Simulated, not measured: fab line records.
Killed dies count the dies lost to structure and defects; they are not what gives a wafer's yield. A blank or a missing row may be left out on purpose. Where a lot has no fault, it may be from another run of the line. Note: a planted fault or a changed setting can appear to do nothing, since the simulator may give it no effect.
fab line records    flow sky130
record: lots: 6  wafers: 18  last_day: 49
route steps=708 shown VT_ADJUST_LVTN@116 VT_ADJUST_NCORE@119 VT_ADJUST_HVTR@131 PAD_OPEN@708
lots with no fault: from the same line, run without faults
start_h: start of the lot's first displayed wafer, in hours after the record's first day    wait_h: time in hours since the lot's previous step    " as in the row above    L1.1+2: a row that stands for several wafers    - either no value or no given start    * or withheld: withheld    < > ~ a bound
route shown NAME@n: a module of which the file shows steps, and the number in the route of the first    usual: mean/standard deviation of fault-free wafers    same: alike in all rows    chamber/n: place in a boat    sites: the reading at each site    _std_site: standard deviation of those values    _edge_site: the outer-site mean with the inner-site mean subtracted    radius_mm: how far each site lies from the wafer's centre    mask NAME#n: copy n    behind: tool/chamber where the wafer was last shaped    hold: cause of the lot's hold/its duration in hours/its outcome    device: which transistor (n, p or np) failed to switch    end of line: the route-end tests of the same wafers    a step given without rows: its recipe and nothing more    killed: not the wafer's yield, but the dies lost to structure and defects at the first sort    map: per-die view of a wafer (x killed, . not killed, _ where there is no die)
set.NAME: the setting the step ran with; set.NAME@STEP: the setting that earlier step ran with    model.NAME: the simulator's own value behind a step, which no gauge read
certain route steps with their lots: each step a table, each wafer a row
services: from which hour (start_h, from the record's first day; less than 0 if before it) a tool's chamber was out of use, for how many hours, and why
== steps ==
step: SKY_VT_ADJUST_LVTN_IMPLANT_19
recipe: species: B  energy_kev: 30  dose_cm2: 6.5e+11  tilt_deg: withheld
step: SKY_VT_ADJUST_LVTN_STRIP_20
recipe: chemistry: O2/N2  power_w: 1400  pressure_mtorr: 1500  platen_temp_c: withheld  o2_flow_sccm: 3000  n2_flow_sccm: 300  overash_fraction: 0.5
usual: chamber_pressure_mTorr: 1500.0/1.4  drypump_motor_current_A: 5.83/0.17  oes_product_au: 0.716/0.0043  strip_time_to_endpoint_s: 14.17/0.037
lot.wafer  tool             chamber  start_h  wait_h  chamber_pressure_mTorr  drypump_motor_current_A  oes_product_au  rf_hours_counter_h  strip_time_to_endpoint_s
L539.2     plasma_asher-02  0        161.10   0.1     1498.0                  5.99                     0.715           34                  14.13
L539.3     "                1        "        "       1497.8                  5.58                     0.718           -                   14.09
L539.5     "                1        "        "       1502.6                  5.56                     0.713           -                   14.14
L548.2     plasma_asher-03  1        219.97   0.1     1501.3                  5.64                     0.715           55                  14.22
L548.4     "                1        "        "       1499.7                  5.63                     0.712           -                   14.16
L548.5     "                1        "        "       1497.8                  5.66                     0.724           -                   14.16
L549.1     plasma_asher-02  1        229.92   0.1     1500.1                  5.55                     0.715           40                  14.21
L549.5     "                0        "        "       1501.0                  5.97                     0.715           -                   14.23
L549.6     "                1        "        "       1500.5                  5.57                     0.717           -                   14.22
L552.4     plasma_asher-02  1        247.94   0.1     1501.1                  5.54                     0.713           -                   14.11
L552.5     "                1        "        "       1500.6                  5.56                     0.712           -                   14.17
L552.6     "                0        "        "       1499.9                  5.99                     0.715           -                   14.17
L558.2     plasma_asher-03  1        287.20   0.1     1501.6                  5.66                     0.725           61                  14.21
L558.3     "                0        "        "       1501.3                  5.99                     0.716           -                   14.19
L558.4     "                1        "        "       1501.5                  5.64                     0.713           -                   14.21
L560.1     plasma_asher-01  1        299.07   0.1     1502.1                  5.91                     0.719           17                  14.18
L560.5     "                1        "        "       1500.3                  5.92                     0.714           -                   14.22
L560.6     "                0        "        "       1501.7                  5.92                     0.715           -                   14.27
step: SKY_VT_ADJUST_LVTN_TW_MEAS_21
usual: VT_ADJUST_LVTN_2_TW: 188.6/1
lot.wafer  tool           chamber  start_h  wait_h  VT_ADJUST_LVTN_2_TW
L539.2     film_metro-02  -        161.21   0.1     187.6
L539.3     "              -        "        "       187.7
L539.5     "              -        "        "       187.9
L548.2     film_metro-02  -        220.08   0.1     188.6
L548.4     "              -        "        "       188.6
L548.5     "              -        "        "       188.8
L549.1     film_metro-03  -        230.02   0.1     188.3
L549.5     "              -        "        "       187.4
L549.6     "              -        "        "       189.4
L552.4     film_metro-03  -        248.04   0.1     187.8
L552.5     "              -        "        "       188.5
L552.6     "              -        "        "       188.2
L558.2     film_metro-03  -        287.31   0.1     186.4
L558.3     "              -        "        "       186.4
L558.4     "              -        "        "       187.0
L560.1     film_metro-03  -        299.17   0.1     188.5
L560.5     "              -        "        "       189.0
L560.6     "              -        "        "       187.7
step: SKY_VT_ADJUST_NCORE_DEHYDRATE_00
recipe: temp_c: 200  time_s: 60
step: SKY_VT_ADJUST_NCORE_HMDS_01
recipe: prime_time_s: 60  prime_temp_c: 120
step: SKY_VT_ADJUST_NCORE_COAT_02
recipe: resist: NOVOLAK  spin_rpm: 3000  resist_thk_nm: 1140
step: SKY_VT_ADJUST_NCORE_SOFTBAKE_03
recipe: temp_c: 90  time_s: 60  resist: NOVOLAK
step: SKY_VT_ADJUST_NCORE_EXPOSE_04
recipe: mask_id: LVTN_COMPLEMENT_THIN  na: 0.6  source_shape: conventional  sigma_outer: 0.6  polarization: unpolarized  target_cd_nm: 380  dose_mj: 139
step: SKY_VT_ADJUST_NCORE_PEB_05
recipe: temp_c: withheld  time_s: *  resist: NOVOLAK
step: SKY_VT_ADJUST_NCORE_DEVELOP_06
recipe: resist: NOVOLAK  developer: TMAH  develop_time_s: 60  dev_temp_c: 23
step: SKY_VT_ADJUST_NCORE_CD_MEAS_07
recipe: target_cd_nm: 380
usual: cd_nm: 380.9/2.9
lot.wafer  tool       chamber  start_h  wait_h  cd_nm
L539.2     cd_sem-01  -        180.59   0.1     385.0
L539.3     "          -        "        "       383.0
L539.5     "          -        "        "       385.2
L548.2     cd_sem-02  -        241.61   0.1     375.9
L548.4     "          -        "        "       378.0
L548.5     "          -        "        "       376.9
L549.1     cd_sem-02  -        251.82   0.1     379.5
L549.5     "          -        "        "       378.1
L549.6     "          -        "        "       378.1
L552.4     cd_sem-01  -        272.18   0.1     380.6
L552.5     "          -        "        "       384.9
L552.6     "          -        "        "       384.3
L558.2     cd_sem-01  -        313.19   0.1     378.4
L558.3     "          -        "        "       380.7
L558.4     "          -        "        "       381.8
L560.1     cd_sem-01  -        324.73   0.1     377.2
L560.5     "          -        "        "       377.1
L560.6     "          -        "        "       376.5
step: SKY_VT_ADJUST_NCORE_OVL_MEAS_08
usual: VT_ADJUST_NCORE_OVL: 0.7/1.3
lot.wafer  tool        chamber  start_h  wait_h  VT_ADJUST_NCORE_OVL[nm]
L539.2     overlay-01  -        180.69   0.1     2.1
L539.3     "           -        "        "       1.2
L539.5     "           -        "        "       2.1
L548.2     overlay-02  -        241.71   0.1     -1.4
L548.4     "           -        "        "       -1.1
L548.5     "           -        "        "       -1.3
L549.1     overlay-01  -        251.94   0.1     2.4
L549.5     "           -        "        "       0.1
L549.6     "           -        "        "       1.9
L552.4     overlay-01  -        272.26   0.1     0.5
L552.5     "           -        "        "       1.2
L552.6     "           -        "        "       0.9
L558.2     overlay-02  -        313.29   0.1     -0.3
L558.3     "           -        "        "       -0.5
L558.4     "           -        "        "       2.0
L560.1     overlay-02  -        324.85   0.1     0.8
L560.5     "           -        "        "       0.9
L560.6     "           -        "        "       1.3
step: SKY_VT_ADJUST_NCORE_IMPLANT_09
recipe: species: B  energy_kev: 10  dose_cm2: 2.4e+12  tilt_deg: withheld
usual: dose_ions_cm2: 2.3998e+12/2.9e+09  faraday_current_uA: 13.55/0.29
lot.wafer  tool          chamber  start_h  wait_h  dose_ions_cm2  faraday_current_uA
L539.2     implanter-02  0        180.75   0.0     2.3999e+12     13.26
L539.3     "             0        "        "       2.398e+12      13.71
L539.5     "             0        "        "       2.3992e+12     13.51
L548.2     implanter-03  0        241.77   0.0     7.73e+11       4.16
L548.4     "             0        "        "       7.764e+11      4.27
L548.5     "             0        "        "       7.773e+11      4.46
L549.1     implanter-03  0        251.98   0.0     7.804e+11      4.38
L549.5     "             0        "        "       7.742e+11      4.26
L549.6     "             0        "        "       7.808e+11      4.44
L552.4     implanter-02  0        272.35   0.1     2.3992e+12     13.73
L552.5     "             0        "        "       2.3976e+12     13.36
L552.6     "             0        "        "       2.4022e+12     13.48
L558.2     implanter-03  0        313.35   0.0     2.4035e+12     13.90
L558.3     "             0        "        "       2.4013e+12     13.30
L558.4     "             0        "        "       2.4004e+12     13.10
L560.1     implanter-03  0        324.89   0.0     2.4016e+12     13.64
L560.5     "             0        "        "       2.3925e+12     13.51
L560.6     "             0        "        "       2.397e+12      13.72
step: SKY_VT_ADJUST_NCORE_STRIP_10
recipe: chemistry: O2/N2  power_w: 1400  pressure_mtorr: 1500  platen_temp_c: withheld  o2_flow_sccm: 3000  n2_flow_sccm: 300  overash_fraction: 0.5
usual: chamber_pressure_mTorr: 1499.9/1.4  drypump_motor_current_A: 5.7/0.37  oes_product_au: 0.716/0.0047  strip_time_to_endpoint_s: 14.18/0.043
lot.wafer  tool             chamber  start_h  wait_h  chamber_pressure_mTorr  drypump_motor_current_A  oes_product_au  rf_hours_counter_h  strip_time_to_endpoint_s
L539.2     plasma_asher-04  0        180.87   0.1     1497.3                  4.8                      0.711           48                  14.21
L539.3     "                1        "        "       1499.5                  5.8                      0.725           -                   14.24
L539.5     "                1        "        "       1499.3                  5.9                      0.715           -                   14.16
L548.2     plasma_asher-04  0        241.89   0.1     1499.0                  4.8                      0.717           54                  14.20
L548.4     "                0        "        "       1498.6                  4.8                      0.710           -                   14.23
L548.5     "                0        "        "       1501.0                  4.8                      0.719           -                   14.21
L549.1     plasma_asher-04  1        252.13   0.1     1499.8                  5.9                      0.715           55                  14.17
L549.5     "                1        "        "       1498.2                  5.9                      0.721           -                   14.17
L549.6     "                0        "        "       1500.0                  4.8                      0.713           -                   14.20
L552.4     plasma_asher-04  1        272.46   0.1     1501.3                  5.9                      0.723           -                   14.14
L552.5     "                0        "        "       1499.8                  4.8                      0.713           -                   14.12
L552.6     "                1        "        "       1501.1                  5.9                      0.710           -                   14.15
L558.2     plasma_asher-03  0        313.47   0.1     1501.1                  6.0                      0.713           64                  14.19
L558.3     "                1        "        "       1497.3                  5.6                      0.710           -                   14.21
L558.4     "                0        "        "       1500.1                  6.0                      0.718           -                   14.20
L560.1     plasma_asher-03  0        325.04   0.1     1500.1                  6.0                      0.717           65                  14.07
L560.5     "                1        "        "       1500.2                  5.6                      0.718           -                   14.10
L560.6     "                0        "        "       1497.5                  6.0                      0.717           -                   14.12
step: SKY_VT_ADJUST_NCORE_TW_MEAS_11
usual: VT_ADJUST_NCORE_TW: 219.4/1.8
lot.wafer  tool           chamber  start_h  wait_h  VT_ADJUST_NCORE_TW
L539.2     film_metro-01  -        180.98   0.1     221.3
L539.3     "              -        "        "       221.8
L539.5     "              -        "        "       219.9
L548.2     film_metro-01  -        242.00   0.1     161.2
L548.4     "              -        "        "       161.6
L548.5     "              -        "        "       163.0
L549.1     film_metro-01  -        252.23   0.1     161.7
L549.5     "              -        "        "       162.9
L549.6     "              -        "        "       162.3
L552.4     film_metro-04  -        272.55   0.1     217.6
L552.5     "              -        "        "       218.4
L552.6     "              -        "        "       217.8
L558.2     film_metro-04  -        313.58   0.1     216.4
L558.3     "              -        "        "       215.3
L558.4     "              -        "        "       216.5
L560.1     film_metro-01  -        325.14   0.1     219.0
L560.5     "              -        "        "       219.7
L560.6     "              -        "        "       220.7
step: SKY_VT_ADJUST_HVTR_DEHYDRATE_00
recipe: temp_c: 200  time_s: 60
step: SKY_PAD_OPEN_PROBE_99
usual: killed_at_M0_to_M3: 43/6.4  killed_at_M4_up: 2.8/1.7  killed_at_contacts: 24/5.5  killed_at_front_end: 15/4  killed_at_other: 0.3/0.54  killed_dies: 86/9.1  killed_open: 47/6.6  killed_short: 39/6.2
same: gross_dies: 492  killed_at_back_side: 0
lot.wafer  tool       chamber  start_h  wait_h  killed_at_M0_to_M3  killed_at_M4_up  killed_at_contacts  killed_at_front_end  killed_at_other  killed_dies  killed_open  killed_short  model.etest.nfet_16v.r_on_ohm_um  model.etest.pfet_16v.r_on_ohm_um  model.etest.pfet_g5v0d10v5.r_on_ohm_um  model.etest.tip_p.rs_ohm_sq  model.etest.pfet_01v8.r_on_ohm_um  model.etest.res_pwell_under_gate.rs_ohm_sq  model.etest.nfet_g5v0d10v5.r_on_ohm_um  model.etest.tip_p_5v.rs_ohm_sq
L539.2     prober-01  -        1070.68  0.1     37                  1                26                  21                   0                85           43           42            1.44e+04                          1.527e+04                         4800                                    6857                         3036                               2294                                        1915                                    2831
L539.3     prober-01  -        1070.73  0.2     43                  4                25                  15                   0                87           44           43            1.444e+04                         1.516e+04                         4702                                    6879                         2865                               2273                                        1890                                    2852
L539.5     prober-01  -        1070.83  0.2     37                  2                24                  13                   0                76           44           32            1.449e+04                         1.516e+04                         4750                                    6891                         2943                               2288                                        1907                                    2820
L548.2     prober-01  -        1132.07  0.1     44                  2                22                  10                   0                78           48           30            1.196e+04                         1.71e+04                          5664                                    7430                         3269                               2508                                        1711                                    2962
L548.4     prober-01  -        1132.17  0.2     27                  9                17                  16                   0                69           46           23            1.178e+04                         1.684e+04                         5654                                    7491                         3243                               2513                                        1685                                    2994
L548.5     prober-01  -        1132.22  0.2     34                  1                24                  12                   0                71           35           36            1.187e+04                         1.712e+04                         5714                                    7422                         3318                               2509                                        1718                                    2971
L549.1     prober-02  -        1133.97  0.1     56                  2                25                  18                   0                101          58           43            1.176e+04                         1.694e+04                         5562                                    7291                         3050                               2511                                        1680                                    3006
L549.5     prober-02  -        1134.17  0.2     52                  2                29                  11                   0                94           58           36            1.189e+04                         1.686e+04                         5543                                    7353                         3103                               2498                                        1691                                    3007
L549.6     prober-02  -        1134.22  0.2     48                  1                33                  9                    1                92           50           42            1.184e+04                         1.704e+04                         5600                                    7374                         3142                               2520                                        1693                                    3011
L552.4     prober-01  -        1155.94  0.2     51                  4                30                  6                    0                91           58           33            1.39e+04                          1.511e+04                         4619                                    6912                         2871                               2264                                        1849                                    2884
L552.5     prober-01  -        1155.99  0.2     45                  4                32                  14                   0                95           53           42            1.406e+04                         1.516e+04                         4736                                    6940                         2987                               2298                                        1898                                    2856
L552.6     prober-01  -        1156.04  0.2     50                  4                29                  15                   0                98           56           42            1.413e+04                         1.542e+04                         4713                                    6957                         2932                               2288                                        1878                                    2861
L558.2     prober-01  -        1178.44  0.1     55                  3                24                  11                   0                93           54           39            1.403e+04                         1.542e+04                         4779                                    6971                         2906                               2290                                        1893                                    2889
L558.3     prober-01  -        1178.49  0.2     39                  4                15                  17                   0                75           42           33            1.429e+04                         1.548e+04                         4818                                    6955                         2912                               2302                                        1893                                    2892
L558.4     prober-01  -        1178.54  0.2     35                  3                15                  8                    0                61           45           16            1.406e+04                         1.566e+04                         4810                                    6963                         2928                               2291                                        1888                                    2898
L560.1     prober-01  -        1186.85  0.1     37                  3                22                  22                   0                84           47           37            1.397e+04                         1.536e+04                         4747                                    6922                         2942                               2266                                        1887                                    2859
L560.5     prober-01  -        1187.05  0.2     39                  2                23                  17                   0                81           41           40            1.417e+04                         1.552e+04                         4773                                    6863                         2857                               2270                                        1909                                    2882
L560.6     prober-01  -        1187.10  0.2     40                  3                24                  15                   0                82           44           38            1.414e+04                         1.542e+04                         4776                                    6837                         2922                               2270                                        1914                                    2848
killed by level:class
L539.2 CONTACT:geometric_particle:open=10 VIA1:geometric_particle:open=9 METAL2:geometric_particle:short=7 FIELD_ISO:geometric_particle:short=6 LOCAL_INTERCONNECT:geometric_particle:short=6 VIA3:geometric_particle:open=6 SPACER:geometric_particle:open=4 LI_CONTACT:geometric_particle:open=4
L539.3 VIA2:geometric_particle:open=10 CONTACT:geometric_particle:open=10 METAL2:geometric_particle:short=8 LI_CONTACT:geometric_particle:open=6 VIA3:geometric_particle:open=5 FIELD_ISO:geometric_particle:short=4 LOCAL_INTERCONNECT:geometric_particle:short=4 CONTACT:geometric_particle:short=4
L539.5 LI_CONTACT:geometric_particle:open=10 VIA2:geometric_particle:open=9 VIA1:geometric_particle:short=7 VIA1:geometric_particle:open=7 CONTACT:geometric_particle:open=6 CONTACT:geometric_particle:short=5 VIA3:geometric_particle:open=4 METAL2:geometric_particle:short=4
L548.2 VIA1:geometric_particle:open=12 VIA3:geometric_particle:open=9 LI_CONTACT:geometric_particle:open=8 CONTACT:geometric_particle:short=5 VIA2:geometric_particle:open=5 FIELD_ISO:geometric_particle:short=4 CONTACT:geometric_particle:open=4 LI_CONTACT:geometric_particle:short=3
L548.4 VIA1:geometric_particle:open=8 VIA2:geometric_particle:open=8 LI_CONTACT:geometric_particle:open=6 VIA3:geometric_particle:open=5 POLY_GATE:geometric_particle:open=5 METAL4:geometric_particle:short=5 LOCAL_INTERCONNECT:geometric_particle:short=4 CONTACT:geometric_particle:open=4
L548.5 VIA3:geometric_particle:open=8 CONTACT:geometric_particle:short=7 CONTACT:geometric_particle:open=7 VIA1:geometric_particle:open=6 VIA1:geometric_particle:short=5 METAL1:geometric_particle:short=5 FIELD_ISO:geometric_particle:open=4 LI_CONTACT:geometric_particle:open=4
L549.1 VIA3:geometric_particle:open=11 VIA1:geometric_particle:open=9 CONTACT:geometric_particle:open=8 FIELD_ISO:geometric_particle:open=7 VIA2:geometric_particle:open=6 POLY_GATE:geometric_particle:open=6 LI_CONTACT:geometric_particle:open=6 CONTACT:geometric_particle:short=6
L549.5 VIA1:geometric_particle:open=15 CONTACT:geometric_particle:open=11 LI_CONTACT:geometric_particle:open=8 VIA1:geometric_particle:short=6 VIA3:geometric_particle:open=5 METAL1:geometric_particle:short=5 LI_CONTACT:geometric_particle:short=4 METAL2:geometric_particle:short=4
L549.6 CONTACT:geometric_particle:open=10 VIA1:geometric_particle:open=9 CONTACT:geometric_particle:short=7 VIA2:geometric_particle:open=7 VIA3:geometric_particle:open=6 LI_CONTACT:geometric_particle:open=6 VIA1:geometric_particle:short=6 LOCAL_INTERCONNECT:geometric_particle:short=5
L552.4 VIA1:geometric_particle:open=14 LI_CONTACT:geometric_particle:open=12 CONTACT:geometric_particle:open=9 VIA2:geometric_particle:open=9 VIA3:geometric_particle:open=7 METAL3:geometric_particle:short=6 CONTACT:geometric_particle:short=5 METAL1:geometric_particle:short=5
L552.5 VIA1:geometric_particle:open=11 CONTACT:geometric_particle:open=9 METAL3:geometric_particle:short=9 VIA3:geometric_particle:open=8 LI_CONTACT:geometric_particle:open=7 LOCAL_INTERCONNECT:geometric_particle:short=7 POLY_GATE:geometric_particle:open=5 CONTACT:geometric_particle:short=5
L552.6 LI_CONTACT:geometric_particle:open=11 VIA1:geometric_particle:open=11 CONTACT:geometric_particle:open=10 METAL1:geometric_particle:short=9 VIA2:geometric_particle:open=8 POLY_GATE:geometric_particle:short=7 VIA1:geometric_particle:short=7 METAL2:geometric_particle:short=4
L558.2 VIA2:geometric_particle:open=12 CONTACT:geometric_particle:open=11 VIA1:geometric_particle:open=9 LI_CONTACT:geometric_particle:open=8 VIA1:geometric_particle:short=8 METAL1:geometric_particle:short=7 VIA3:geometric_particle:short=5 VIA3:geometric_particle:open=5
L558.3 VIA2:geometric_particle:open=10 CONTACT:geometric_particle:open=6 VIA1:geometric_particle:open=6 POLY_GATE:geometric_particle:short=5 METAL2:geometric_particle:short=5 FIELD_ISO:geometric_particle:open=4 METAL1:geometric_particle:short=4 VIA3:geometric_particle:open=4
L558.4 VIA1:geometric_particle:open=17 LI_CONTACT:geometric_particle:open=6 CONTACT:geometric_particle:open=6 VIA2:geometric_particle:open=4 VIA3:geometric_particle:open=4 FIELD_ISO:geometric_particle:open=2 FIELD_ISO:geometric_particle:short=2 POLY_GATE:geometric_particle:short=2
L560.1 VIA1:geometric_particle:open=10 FIELD_ISO:geometric_particle:open=8 CONTACT:geometric_particle:open=7 VIA2:geometric_particle:open=6 POLY_GATE:geometric_particle:short=5 METAL1:geometric_particle:short=5 LI_CONTACT:geometric_particle:open=4 CONTACT:geometric_particle:short=4
L560.5 VIA1:geometric_particle:open=9 LI_CONTACT:geometric_particle:open=7 FIELD_ISO:geometric_particle:open=6 METAL2:geometric_particle:short=6 FIELD_ISO:geometric_particle:short=5 LI_CONTACT:geometric_particle:short=5 CONTACT:geometric_particle:open=5 VIA1:geometric_particle:short=5
L560.6 CONTACT:geometric_particle:open=10 VIA1:geometric_particle:open=8 VIA3:geometric_particle:open=7 FIELD_ISO:geometric_particle:open=5 POLY_GATE:geometric_particle:open=5 CONTACT:geometric_particle:short=5 METAL2:geometric_particle:short=5 VIA2:geometric_particle:short=4
== services ==
tool             chamber  start_h  hours  kind
plasma_asher-01  -        147.56   2.8    pm
implanter-03     -        164.70   2.1    pm
plasma_asher-03  -        166.17   0.8    repair
implanter-02     -        253.37   0.8    repair
plasma_asher-02  -        268.81   4.3    pm
plasma_asher-03  -        277.76   0.3    repair
implanter-02     -        278.65   0.7    repair
plasma_asher-02  -        297.11   14.6   pm
implanter-03     -        309.79   2.0    repair
== key ==
first_sign: step: SKY_VT_ADJUST_NCORE_IMPLANT_09  reading: dose_ions_cm2  direction: down  sigmas: 99+  usual: *  struck: *
effect: step: SKY_VT_ADJUST_NCORE_IMPLANT_09  reading: faraday_current_uA  direction: down  sigmas: 32  usual: 13.55  struck: 4.33
effect: step: SKY_VT_ADJUST_NCORE_TW_MEAS_11  reading: VT_ADJUST_NCORE_TW  direction: down  sigmas: 32  usual: 219.4  struck: 162.1
model_effect: step: SKY_PAD_OPEN_PROBE_99  value: etest.nfet_16v.r_on_ohm_um  without: 1.41e+04  struck: 1.185e+04
met_at SKY_VT_ADJUST_NCORE_IMPLANT_09
struck_wafers L548.2,L548.4,L548.5,L549.1,L549.5,L549.6
tester_left_out L548,L549
fault: kind: process_parameter_drift  tool: implanter-03  chamber: -  onset_h: 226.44  steps: SKY_VT_ADJUST_NCORE_IMPLANT_09  channel: dose_cm2  offset: *  shape: step  end_h: 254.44  acts_in: *  stated: *
tester_left_out: of these lots the tester's yield and bins aren't shown, on N5 and GAA mostly nor the transistor test; their killed dies are dies lost to structure and defects alone, not to doping, threshold or leakage, so they don't give the yield
